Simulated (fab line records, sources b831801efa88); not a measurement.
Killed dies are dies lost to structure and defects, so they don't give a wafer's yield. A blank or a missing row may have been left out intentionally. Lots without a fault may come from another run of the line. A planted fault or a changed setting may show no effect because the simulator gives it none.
fab line records ; flow sfq_line
record: lots: 7; wafers: 21; last_day: 93
route steps=325 shown M6@262 I6@266
lots that met no fault: taken from a fault-free run of the same line
start_h: hours from the record's opening day to when the first of the lot's shown wafers began ; wait_h: hours from the lot's prior step to this one ; " identical to the entry in the row above ; L1.1+2: a row that stands for several wafers ; - either no value or no given start ; * or withheld: withheld ; < > ~ a bound
route shown NAME@n: NAME is a module with steps in the file, n the number in the route of the first one ; usual: average and standard deviation across the fault-free wafers ; same: alike in all rows ; chamber/n: place in a boat ; sites: the reading at each site ; _std_site: standard deviation across them ; _edge_site: outer sites' mean less inner sites' ; radius_mm: for every site, how far away it sits from the centre of the wafer ; mask NAME#n: copy n ; behind: the tool/chamber that last shaped the wafer ; hold: reason for holding the lot/hours on hold/outcome of the hold ; device: transistor that didn't switch, given as n, p or np ; end of line: at the end of the route, the tests of the same wafers ; for a step that has no rows: nothing shown but its recipe ; killed: at the first sort, the dies lost to defects and structure; wafer yield is something else ; map: a wafer's dies, x killed, . not, _ none there
set.NAME: the run value of the setting; set.NAME@STEP: its run value at that earlier step ; model.NAME: the simulator's own value behind a step, which no gauge read
certain route steps with their lots: each step a table, each wafer a row
services: when a tool's chamber went out of use (start_h, in hours from the record's first day, below 0 if earlier), for how many hours, and the reason
== steps ==
step: SFQ_TRILAYER_M6_BARC_OPEN_METAL_ETCH_206
recipe: mask_material: PR; chemistry: O2; target_depth_nm: 125; target: BARC; icp_w: 600; bias_w: 80; pressure_mtorr: 10; time_s: 41.7
usual: drypump_motor_current_A: 6.2/0.41; oes_product_au: 0.685/0.0046
lot.wafer;tool;chamber;start_h;wait_h;drypump_motor_current_A;oes_product_au;rf_hours_counter_h
L145.1;rie_metal-02;0;1715.52;0.0;6.4;0.683;32
L145.3;rie_metal-02;1;1715.52;0.0;6.8;0.683;-
L145.4;rie_metal-02;0;1715.52;0.0;6.3;0.687;-
L146.1;rie_metal-01;1;1823.77;0.0;5.9;0.687;40
L146.2;rie_metal-01;0;1823.77;0.0;5.8;0.684;100
L146.3;rie_metal-01;1;1823.77;0.0;5.9;0.682;-
L151.1;rie_metal-04;1;1844.01;0.0;6.3;0.686;19
L151.5;rie_metal-04;0;1844.01;0.0;5.7;0.682;-
L151.6;rie_metal-04;1;1844.01;0.0;6.3;0.679;-
L152.1;rie_metal-02;1;1845.21;0.0;6.8;0.686;108
L152.4;rie_metal-02;1;1845.21;0.0;6.8;0.681;-
L152.6;rie_metal-02;0;1845.21;0.0;6.4;0.680;-
L153.1;rie_metal-02;0;1846.41;0.0;6.4;0.690;47
L153.2;rie_metal-02;1;1846.41;0.0;6.8;0.677;108
L153.6;rie_metal-02;0;1846.41;0.0;6.4;0.690;-
L164.2;rie_metal-04;0;1947.22;0.0;5.7;0.686;76
L164.4;rie_metal-04;0;1947.22;0.0;5.6;0.680;-
L164.5;rie_metal-04;0;1947.22;0.0;5.7;0.686;-
L165.2;rie_metal-02;1;1948.42;0.0;6.8;0.686;127
L165.5;rie_metal-02;1;1948.42;0.0;6.8;0.687;-
L165.6;rie_metal-02;0;1948.42;0.0;6.4;0.682;-
step: SFQ_TRILAYER_M6_ETCH_METAL_ETCH_162
recipe: target: Nb; stop_on: SiO2; mask_material: PR; chemistry: Cl2/Ar; target_depth_nm: 240; icp_w: 600; bias_w: 80; pressure_mtorr: 10; time_s: 120
usual: drypump_motor_current_A: 6.2/0.41; oes_product_au: 0.891/0.0065
lot.wafer;tool;chamber;start_h;wait_h;drypump_motor_current_A;oes_product_au;rf_hours_counter_h
L145.1;rie_metal-02;0;1715.58;0.0;6.3;0.894;32
L145.3;rie_metal-02;1;1715.58;0.0;6.8;0.896;-
L145.4;rie_metal-02;0;1715.58;0.0;6.4;0.897;-
L146.1;rie_metal-01;1;1823.83;0.0;5.9;0.878;40
L146.2;rie_metal-01;0;1823.83;0.0;5.7;0.888;100
L146.3;rie_metal-01;1;1823.83;0.0;5.9;0.872;-
L151.1;rie_metal-04;1;1844.07;0.0;6.2;0.894;19
L151.5;rie_metal-04;0;1844.07;0.0;5.7;0.897;-
L151.6;rie_metal-04;1;1844.07;0.0;6.2;0.887;-
L152.1;rie_metal-02;1;1845.27;0.0;6.8;0.891;108
L152.4;rie_metal-02;1;1845.27;0.0;6.8;0.900;-
L152.6;rie_metal-02;0;1845.27;0.0;6.4;0.895;-
L153.1;rie_metal-02;0;1846.47;0.0;6.4;0.891;47
L153.2;rie_metal-02;1;1846.47;0.0;6.8;0.891;109
L153.6;rie_metal-02;0;1846.47;0.0;6.4;0.890;-
L164.2;rie_metal-04;0;1947.28;0.0;5.6;0.904;76
L164.4;rie_metal-04;0;1947.28;0.0;5.6;0.906;-
L164.5;rie_metal-04;0;1947.28;0.0;5.6;0.900;-
L165.2;rie_metal-02;1;1948.48;0.0;6.8;0.892;127
L165.5;rie_metal-02;1;1948.48;0.0;6.8;0.882;-
L165.6;rie_metal-02;0;1948.48;0.0;6.4;0.885;-
step: SFQ_TRILAYER_M6_STRIP_STRIP_163
recipe: gas: O2; power_w: 200; platen_temp_c: 40; overash_fraction: 0.65; chemistry: O2; pressure_mtorr: 50
step: SFQ_TRILAYER_M6_STRIP_SOLV_CLEAN_164
recipe: chemistry: NMP; temp_c: 70; time_s: 600
step: SFQ_TRILAYER_I6_DEP_PECVD_165
recipe: material: SiO2; temp_c: 150; time_s: 111.11; pressure_torr: 2.4; rf_w: 183.3; precursor: SiH4/N2O; target_thk_nm: 500
usual: chamber_pressure_Torr: 2.400/0.0053; heater_power_w: 86/12; throttle_valve_pct: 23.9/0.82
lot.wafer;tool;chamber;start_h;wait_h;chamber_pressure_Torr;heater_power_w;throttle_valve_pct
L145.1;pecvd-02;1;1716.48;0.0;2.398;69;23.5
L145.3;pecvd-02;0;1716.48;0.0;2.395;110;23.6
L145.4;pecvd-02;1;1716.48;0.0;2.397;70;23.7
L146.1;pecvd-03;1;1824.73;0.0;2.394;76;22.8
L146.2;pecvd-03;0;1824.73;0.0;2.404;95;25.4
L146.3;pecvd-03;2;1824.73;0.0;2.404;80;23.8
L151.1;pecvd-03;0;1844.98;0.0;2.392;99;25.5
L151.5;pecvd-03;1;1844.98;0.0;2.393;88;22.6
L151.6;pecvd-03;0;1844.98;0.0;2.399;102;25.4
L152.1;pecvd-02;1;1846.17;0.0;2.403;72;24.0
L152.4;pecvd-02;2;1846.17;0.0;2.396;78;22.6
L152.6;pecvd-02;1;1846.17;0.0;2.397;75;23.8
L153.1;pecvd-01;1;1847.37;0.0;2.403;85;23.5
L153.2;pecvd-01;2;1847.37;0.0;2.398;84;23.6
L153.6;pecvd-01;2;1847.37;0.0;2.399;85;23.6
L164.2;pecvd-02;1;1948.18;0.0;2.404;64;24.4
L164.4;pecvd-02;0;1948.18;0.0;2.396;101;24.2
L164.5;pecvd-02;2;1948.18;0.0;2.400;66;22.8
L165.2;pecvd-01;0;1949.38;0.0;2.399;87;24.7
L165.5;pecvd-01;0;1949.38;0.0;2.403;73;25.1
L165.6;pecvd-01;2;1949.38;0.0;2.399;76;24.1
step: SFQ_TRILAYER_I6_CMP_CMP_166
recipe: material: SiO2; down_force_psi: 3; platen_rpm: 60; pad_velocity_m_s: 0.94248
usual: motor_current_A: 10.5/1.3; slurry_flow_ml_min: 150.0/0.43; time_to_endpoint_s: 211/6.7
lot.wafer;tool;chamber;start_h;wait_h;motor_current_A;slurry_flow_ml_min;time_to_endpoint_s
L145.4;cmp-01;1;1717.03;0.5;11.0;149.8;226
L145.1;cmp-01;2;1717.03;0.5;10.7;150.1;215
L145.3;cmp-01;0;1718.53;2.0;10.8;150.0;213
L146.2;cmp-01;2;1826.55;1.8;12.0;150.7;204
L146.1;cmp-01;0;1827.55;2.8;10.8;150.2;212
L146.3;cmp-01;1;1827.55;2.8;10.9;150.0;219
L151.1;cmp-02;2;1853.84;8.8;9.7;150.2;214
L151.5;cmp-02;2;1855.84;10.8;9.8;150.0;218
L151.6;cmp-02;3;1855.84;10.8;9.7;150.6;222
L152.4;cmp-01;0;1857.05;10.8;10.9;149.6;208
L152.1;cmp-01;1;1857.05;10.8;11.3;150.0;205
L152.6;cmp-01;3;1858.55;12.3;8.2;149.8;206
L153.1;cmp-01;2;1859.55;12.1;10.8;149.4;202
L153.2;cmp-01;0;1860.55;13.1;10.7;149.9;203
L153.6;cmp-01;3;1862.05;14.6;8.9;150.6;207
L165.2;cmp-02;1;1951.66;2.2;9.5;149.9;211
L165.5;cmp-02;1;1953.66;4.2;10.2;149.8;224
L165.6;cmp-02;2;1953.66;4.2;10.0;150.1;231
L164.2;cmp-01;1;1951.91;3.7;11.1;150.0;210
L164.4;cmp-01;2;1951.91;3.7;11.3;149.7;197
L164.5;cmp-01;0;1953.41;5.1;10.8;150.1;213
step: SFQ_I6_BOW_MEAS_941
recipe: mode: bow
usual: I6_BOW: 6/12
lot.wafer;tool;chamber;start_h;wait_h;I6_BOW[um]
L145.1;film_metro-04;-;1720.03;2.0;16
L145.3;film_metro-04;-;1720.03;2.0;13
L145.4;film_metro-04;-;1720.03;2.0;-2
L146.1;film_metro-01;-;1829.55;1.5;20
L146.2;film_metro-01;-;1829.55;1.5;23
L146.3;film_metro-01;-;1829.55;1.5;29
L151.1;film_metro-01;-;1856.84;2.5;1
L151.5;film_metro-01;-;1856.84;2.5;7
L151.6;film_metro-01;-;1856.84;2.5;-3
L152.1;film_metro-04;-;1859.55;1.5;16
L152.4;film_metro-04;-;1859.55;1.5;6
L152.6;film_metro-04;-;1859.55;1.5;19
L153.1;film_metro-01;-;1862.55;2.5;14
L153.2;film_metro-01;-;1862.55;2.5;38
L153.6;film_metro-01;-;1862.55;2.5;21
L164.2;film_metro-01;-;1954.43;2.0;-9
L164.4;film_metro-01;-;1954.43;2.0;-13
L164.5;film_metro-01;-;1954.43;2.0;-18
L165.2;film_metro-04;-;1954.68;2.5;15
L165.5;film_metro-04;-;1954.68;2.5;30
L165.6;film_metro-04;-;1954.68;2.5;20
step: SFQ_TRILAYER_I6_METRO_MEASURE_167
usual: thk_nm: 199.7/0.93
lot.wafer;tool;chamber;start_h;wait_h;thk_nm
L145.1;film_metro-04;-;1720.15;0.1;199.0
L145.3;film_metro-04;-;1720.15;0.1;199.8
L145.4;film_metro-04;-;1720.15;0.1;200.8
L146.1;film_metro-01;-;1829.67;0.1;199.7
L146.2;film_metro-01;-;1829.67;0.1;199.6
L146.3;film_metro-01;-;1829.67;0.1;201.5
L151.1;film_metro-01;-;1856.96;0.1;199.7
L151.5;film_metro-01;-;1856.96;0.1;201.1
L151.6;film_metro-01;-;1856.96;0.1;198.7
L152.1;film_metro-04;-;1859.67;0.1;200.5
L152.4;film_metro-04;-;1859.67;0.1;199.6
L152.6;film_metro-04;-;1859.67;0.1;198.7
L153.1;film_metro-01;-;1862.67;0.1;199.9
L153.2;film_metro-01;-;1862.67;0.1;200.3
L153.6;film_metro-01;-;1862.67;0.1;199.7
L164.2;film_metro-01;-;1954.73;0.3;198.7
L164.4;film_metro-01;-;1954.73;0.3;198.2
L164.5;film_metro-01;-;1954.73;0.3;198.3
L165.2;film_metro-04;-;1954.98;0.3;200.0
L165.5;film_metro-04;-;1954.98;0.3;199.3
L165.6;film_metro-04;-;1954.98;0.3;200.6
step: SFQ_TRILAYER_I6_VIA_LITHO_COAT_174
recipe: resist: BARC; spin_rpm: 3000; resist_thk_nm: 62
step: SFQ_TRILAYER_I6_VIA_LITHO_COAT_169
recipe: resist: KrF; spin_rpm: 3000; resist_thk_nm: 650
step: SFQ_TRILAYER_I6_VIA_LITHO_SOFTBAKE_173
recipe: temp_c: withheld; time_s: withheld; resist: KrF
step: SFQ_TRILAYER_I6_VIA_LITHO_EXPOSE_170
recipe: mask_id: I6; na: 0.6; source_shape: conventional; sigma_outer: 0.65; target_cd_nm: 700; dose_mj: 21.3
step: SFQ_TRILAYER_I6_VIA_LITHO_PEB_172
recipe: peb_temp_c: 115; peb_time_s: 60; resist: KrF
usual: chill_plate_temp_C: 23.00/0.11; exhaust_pa: 45.2/0.95; peb_time_s: 60/0
lot.wafer;tool;chamber;start_h;wait_h;chill_plate_temp_C;exhaust_pa;peb_time_s
L145.1;litho_track-02;0;1824.66;1.0;23.07;45.3;60
L145.3;litho_track-02;0;1824.66;1.0;22.98;45.7;60
L145.4;litho_track-02;0;1824.66;1.0;23.22;46.2;60
L146.1;litho_track-03;0;1871.56;1.0;22.88;45.7;60
L146.2;litho_track-03;0;1871.56;1.0;23.03;46.0;60
L146.3;litho_track-03;0;1871.56;1.0;22.93;46.1;60
L151.1;litho_track-03;-;1885.76;1.0;-;-;-
L151.5;litho_track-03;-;1885.76;1.0;-;-;-
L151.6;litho_track-03;-;1885.76;1.0;-;-;-
L152.1;litho_track-03;-;1886.96;1.0;-;-;-
L152.4;litho_track-03;-;1886.96;1.0;-;-;-
L152.6;litho_track-03;-;1886.96;1.0;-;-;-
L153.1;litho_track-03;-;1888.16;1.0;-;-;-
L153.2;litho_track-03;-;1888.16;1.0;-;-;-
L153.6;litho_track-03;-;1888.16;1.0;-;-;-
L164.2;litho_track-01;0;1986.86;0.8;23.11;47.2;60
L164.4;litho_track-01;0;1986.86;0.8;23.06;46.3;60
L164.5;litho_track-01;0;1986.86;0.8;23.04;46.4;60
L165.2;litho_track-01;0;1988.06;0.8;22.98;44.7;60
L165.5;litho_track-01;0;1988.06;0.8;22.98;45.4;60
L165.6;litho_track-01;0;1988.06;0.8;22.90;44.9;60
step: SFQ_TRILAYER_I6_VIA_LITHO_DEVELOP_171
recipe: time_s: 60; resist: KrF
== services ==
tool;chamber;start_h;hours;kind
rie_metal-04;-;1694.71;14.6;pm
film_metro-04;-;1698.76;0.5;pm
pecvd-02;-;1698.82;0.4;repair
rie_metal-02;-;1719.87;0.2;repair
cmp-01;-;1729.04;6.8;repair
film_metro-04;-;1753.85;0.4;pm
film_metro-01;-;1760.80;2.0;pm
pecvd-02;-;1762.15;14.6;pm
cmp-01;-;1770.85;4.0;pm
cmp-01;-;1778.39;5.2;repair
pecvd-02;1;1785.17;7.1;repair
pecvd-02;-;1787.35;0.5;repair
film_metro-04;-;1788.79;1.5;pm
film_metro-01;-;1801.34;0.3;pm
cmp-01;-;1814.68;5.8;pm
rie_metal-02;0;1816.86;16.9;repair
rie_metal-02;-;1832.20;5.5;repair
cmp-01;-;1845.63;1.3;repair
film_metro-01;-;1874.41;0.3;pm
rie_metal-02;-;1888.52;0.1;repair
cmp-01;-;1904.34;1.3;repair
cmp-01;-;1918.80;0.6;repair
rie_metal-04;-;1919.34;0.1;repair
rie_metal-04;1;1921.14;2.6;repair
== key ==
first_sign: step: SFQ_TRILAYER_I6_VIA_LITHO_PEB_172; reading: tool_record; direction: missing
effect none on later readings
met_at SFQ_TRILAYER_I6_VIA_LITHO_PEB_172
struck_wafers L151.1,L151.5,L151.6,L152.1,L152.4,L152.6,L153.1,L153.2,L153.6
onset_between 1871.56 1885.76
fault: kind: skipped_step_whole; tool: litho_track-03; chamber: -; onset_h: 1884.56; steps: SFQ_TRILAYER_I6_VIA_LITHO_PEB_172; scope: struck_lots_only
